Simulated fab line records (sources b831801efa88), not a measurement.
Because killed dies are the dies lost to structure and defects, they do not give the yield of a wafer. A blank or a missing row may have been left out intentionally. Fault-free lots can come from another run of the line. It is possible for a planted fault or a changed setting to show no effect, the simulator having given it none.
Commonality check across tools | flow gf180mcu | 14 lots, 42 wafers sampled

## THE REASON FOR OPENING IT
GF_HV_LDD_TW_MEAS_50, reading HV_LDD_4_TW: flagged on 3 of 14 lots. No-fault wafers: 576, standard deviation 5.1.
Rule: a lot is flagged when every wafer of it that has a number lies more than 4 standard deviations from that mean, or none has a number. The other lots count as sound.

lot  | measured     | on           | HV_LDD_4_TW, wafer by wafer | flag
L564 | day 13 17:57 | filmMetro-01 | 571 568 571                 | 
L565 | day 13 21:01 | filmMetro-04 | 575 580 577                 | 
L566 | day 14 03:47 | filmMetro-04 | 1490 1483 1490              | FLAGGED
L568 | day 14 08:49 | filmMetro-01 | 1467 1459 1466              | FLAGGED
L569 | day 14 22:13 | filmMetro-04 | 1477 1480 1477              | FLAGGED
L577 | day 17 15:01 | filmMetro-04 | 580 583 582                 | 
L578 | day 18 02:27 | filmMetro-03 | 576 578 577                 | 
L579 | day 18 03:20 | filmMetro-01 | 567 571 566                 | 
L580 | day 18 12:05 | filmMetro-01 | 566 568 568                 | 
L581 | day 18 20:46 | filmMetro-04 | 578 577 579                 | 
L582 | day 19 07:20 | filmMetro-03 | 576 577 576                 | 
L583 | day 19 12:32 | filmMetro-01 | 569 574 570                 | 
L584 | day 19 20:29 | filmMetro-03 | 578 578 576                 | 
L585 | day 20 05:23 | filmMetro-01 | 568 564 567                 | 
Averaged over the flagged lots the numbers come to 1477, +901 from the usual (+99 or more standard deviations).

## WHICH TOOL RAN EACH LOT
The record keeps 1 process step preceding the reading, out of 602 steps on the route. In each cell: the tool, then ch and the chambers that the sampled wafers went through, then the start.
lot  | flag    | GF_HV_LDD_COAT_26
L564 |         | lithoTrack-01 ch 0, day 12 10:52
L565 |         | lithoTrack-03 ch 0, day 12 13:17
L566 | FLAGGED | lithoTrack-01, day 12 20:11
L568 | FLAGGED | lithoTrack-01, day 13 01:47
L569 | FLAGGED | lithoTrack-03, day 13 13:32
L577 |         | lithoTrack-01 ch 0, day 16 04:42
L578 |         | lithoTrack-03 ch 0, day 16 16:05
L579 |         | lithoTrack-04 ch 0, day 16 17:02
L580 |         | lithoTrack-04 ch 0, day 17 00:45
L581 |         | lithoTrack-01 ch 0, day 17 09:03
L582 |         | lithoTrack-03 ch 0, day 17 19:55
L583 |         | lithoTrack-04 ch 0, day 18 01:48
L584 |         | lithoTrack-04 ch 0, day 18 07:21
L585 |         | lithoTrack-04 ch 0, day 18 16:09
What is done by these steps:
- GF_HV_LDD_COAT_26: resist thk 1000 nm.
- GF_HV_LDD_TW_MEAS_50

## FLAGGED AGAINST TOTAL, ONE TOOL AT A TIME (gauges that did the reading follow at the end)
step                 | tool          | lots run | flagged | share of the flagged lots | sound lots run after its first flagged lot
GF_HV_LDD_COAT_26    | lithoTrack-01 | 5        | 2       | some                      | 2 (L577,L581)
GF_HV_LDD_COAT_26    | lithoTrack-03 | 4        | 1       | some                      | 2 (L578,L582)
GF_HV_LDD_COAT_26    | lithoTrack-04 | 5        | 0       | none                      | -
GF_HV_LDD_TW_MEAS_50 | filmMetro-01  | 6        | 1       | some                      | 4 (L579,L580,L583,L585)
GF_HV_LDD_TW_MEAS_50 | filmMetro-03  | 3        | 0       | none                      | -
GF_HV_LDD_TW_MEAS_50 | filmMetro-04  | 5        | 2       | some                      | 2 (L577,L581)

## THE TABLE: WHAT IT ALLOWS
No row of the table ran every flagged lot.

## WHAT THE SIMULATOR PUT IN
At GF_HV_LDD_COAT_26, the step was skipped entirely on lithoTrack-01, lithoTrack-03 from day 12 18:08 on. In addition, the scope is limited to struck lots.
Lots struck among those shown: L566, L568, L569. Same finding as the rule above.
